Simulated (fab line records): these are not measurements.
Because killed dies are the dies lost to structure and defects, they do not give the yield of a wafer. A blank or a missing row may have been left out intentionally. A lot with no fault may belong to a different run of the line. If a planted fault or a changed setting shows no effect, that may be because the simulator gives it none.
Split-lot experiment / flow sky130 / 23 wafers read from 5 lots, route of 708 steps

== ABOUT THE SPLIT ==
At SKY_NWELL_OXIDATION_01 (stabilise 600 s, purge 300 s, target thk 10 nm), the setting oxTimeS was moved away from the recipe's 1418 s on 15 of the 23 wafers read, by -6.1% to +13.2%. All remaining wafers had this setting at the recipe value.

Split to reading: the file shows no intervening step.

== THE READING ==
NWELL_OXIDATION_THK in nanometres, read at SKY_NWELL_THK_MEAS_02. On this fab line, fault-free wafers typically give 9.94 nm with a standard deviation of 0.14 nm.

wafer=L074.2; tool, chamber at the split=-, -; oxTimeS as run, s=1605; against the recipe=+13.2%; NWELL_OXIDATION_THK, nm=10.82; against lot-mates on the recipe=no lot-mate on the recipe
wafer=L074.3; tool, chamber at the split=-, -; oxTimeS as run, s=1605; against the recipe=+13.2%; NWELL_OXIDATION_THK, nm=10.79; against lot-mates on the recipe=no lot-mate on the recipe
wafer=L074.4; tool, chamber at the split=-, -; oxTimeS as run, s=1605; against the recipe=+13.2%; NWELL_OXIDATION_THK, nm=10.81; against lot-mates on the recipe=no lot-mate on the recipe
wafer=L074.5; tool, chamber at the split=-, -; oxTimeS as run, s=1605; against the recipe=+13.2%; NWELL_OXIDATION_THK, nm=10.70; against lot-mates on the recipe=no lot-mate on the recipe
wafer=L074.6; tool, chamber at the split=-, -; oxTimeS as run, s=1605; against the recipe=+13.2%; NWELL_OXIDATION_THK, nm=10.85; against lot-mates on the recipe=no lot-mate on the recipe
wafer=L078.1; tool, chamber at the split=furnace-02, 0; oxTimeS as run, s=1418; against the recipe=recipe; NWELL_OXIDATION_THK, nm=9.82; against lot-mates on the recipe=-
wafer=L078.3; tool, chamber at the split=furnace-02, 0; oxTimeS as run, s=1418; against the recipe=recipe; NWELL_OXIDATION_THK, nm=9.80; against lot-mates on the recipe=-
wafer=L078.4; tool, chamber at the split=furnace-02, 0; oxTimeS as run, s=1418; against the recipe=recipe; NWELL_OXIDATION_THK, nm=9.69; against lot-mates on the recipe=-
wafer=L080.1; tool, chamber at the split=-, -; oxTimeS as run, s=1418; against the recipe=recipe; NWELL_OXIDATION_THK, nm=10.20; against lot-mates on the recipe=-
wafer=L080.3; tool, chamber at the split=-, -; oxTimeS as run, s=1418; against the recipe=recipe; NWELL_OXIDATION_THK, nm=9.97; against lot-mates on the recipe=-
wafer=L080.4; tool, chamber at the split=-, -; oxTimeS as run, s=1418; against the recipe=recipe; NWELL_OXIDATION_THK, nm=10.16; against lot-mates on the recipe=-
wafer=L080.5; tool, chamber at the split=-, -; oxTimeS as run, s=1418; against the recipe=recipe; NWELL_OXIDATION_THK, nm=10.03; against lot-mates on the recipe=-
wafer=L080.6; tool, chamber at the split=-, -; oxTimeS as run, s=1418; against the recipe=recipe; NWELL_OXIDATION_THK, nm=9.87; against lot-mates on the recipe=-
wafer=L082.1; tool, chamber at the split=-, -; oxTimeS as run, s=1332; against the recipe=-6.1%; NWELL_OXIDATION_THK, nm=9.23; against lot-mates on the recipe=no lot-mate on the recipe
wafer=L082.2; tool, chamber at the split=-, -; oxTimeS as run, s=1332; against the recipe=-6.1%; NWELL_OXIDATION_THK, nm=9.47; against lot-mates on the recipe=no lot-mate on the recipe
wafer=L082.3; tool, chamber at the split=-, -; oxTimeS as run, s=1332; against the recipe=-6.1%; NWELL_OXIDATION_THK, nm=9.52; against lot-mates on the recipe=no lot-mate on the recipe
wafer=L082.4; tool, chamber at the split=-, -; oxTimeS as run, s=1332; against the recipe=-6.1%; NWELL_OXIDATION_THK, nm=9.32; against lot-mates on the recipe=no lot-mate on the recipe
wafer=L082.6; tool, chamber at the split=-, -; oxTimeS as run, s=1332; against the recipe=-6.1%; NWELL_OXIDATION_THK, nm=9.66; against lot-mates on the recipe=no lot-mate on the recipe
wafer=L083.1; tool, chamber at the split=-, -; oxTimeS as run, s=1574; against the recipe=+11.0%; NWELL_OXIDATION_THK, nm=10.65; against lot-mates on the recipe=no lot-mate on the recipe
wafer=L083.2; tool, chamber at the split=-, -; oxTimeS as run, s=1574; against the recipe=+11.0%; NWELL_OXIDATION_THK, nm=10.51; against lot-mates on the recipe=no lot-mate on the recipe
wafer=L083.3; tool, chamber at the split=-, -; oxTimeS as run, s=1574; against the recipe=+11.0%; NWELL_OXIDATION_THK, nm=10.51; against lot-mates on the recipe=no lot-mate on the recipe
wafer=L083.4; tool, chamber at the split=-, -; oxTimeS as run, s=1574; against the recipe=+11.0%; NWELL_OXIDATION_THK, nm=10.74; against lot-mates on the recipe=no lot-mate on the recipe
wafer=L083.6; tool, chamber at the split=-, -; oxTimeS as run, s=1574; against the recipe=+11.0%; NWELL_OXIDATION_THK, nm=10.69; against lot-mates on the recipe=no lot-mate on the recipe

THE FIT
A straight line over all 23 wafers: NWELL_OXIDATION_THK changes by +0.0679 nm for each +1% of oxTimeS; r = +0.97; the points scatter about the line by 0.14 nm.
Too few moved wafers with a lot-mate on the recipe to fit a line net of each lot's own level.

== THE WHOLE CHAIN: every reading that the file lists as answering this split, in the file's order ==
step=SKY_NWELL_OXIDATION_01; what it does=stabilise 600 s, purge 300 s, target thk 10 nm; reading=SiO2_of_NWELL_OXIDATION_01.thkNm (the simulator's own value, which no gauge read); change (the file's fit)=+0.0677 nm for each +1% of the setting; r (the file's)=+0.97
step=SKY_NWELL_THK_MEAS_02; what it does=; reading=NWELL_OXIDATION_THK; change (the file's fit)=+0.0679 for each +1% of the setting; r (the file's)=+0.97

== THE FILE'S OWN FIT ==
NWELL_OXIDATION_THK changes by +0.0679 nm for each +1% of oxTimeS, r = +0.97.
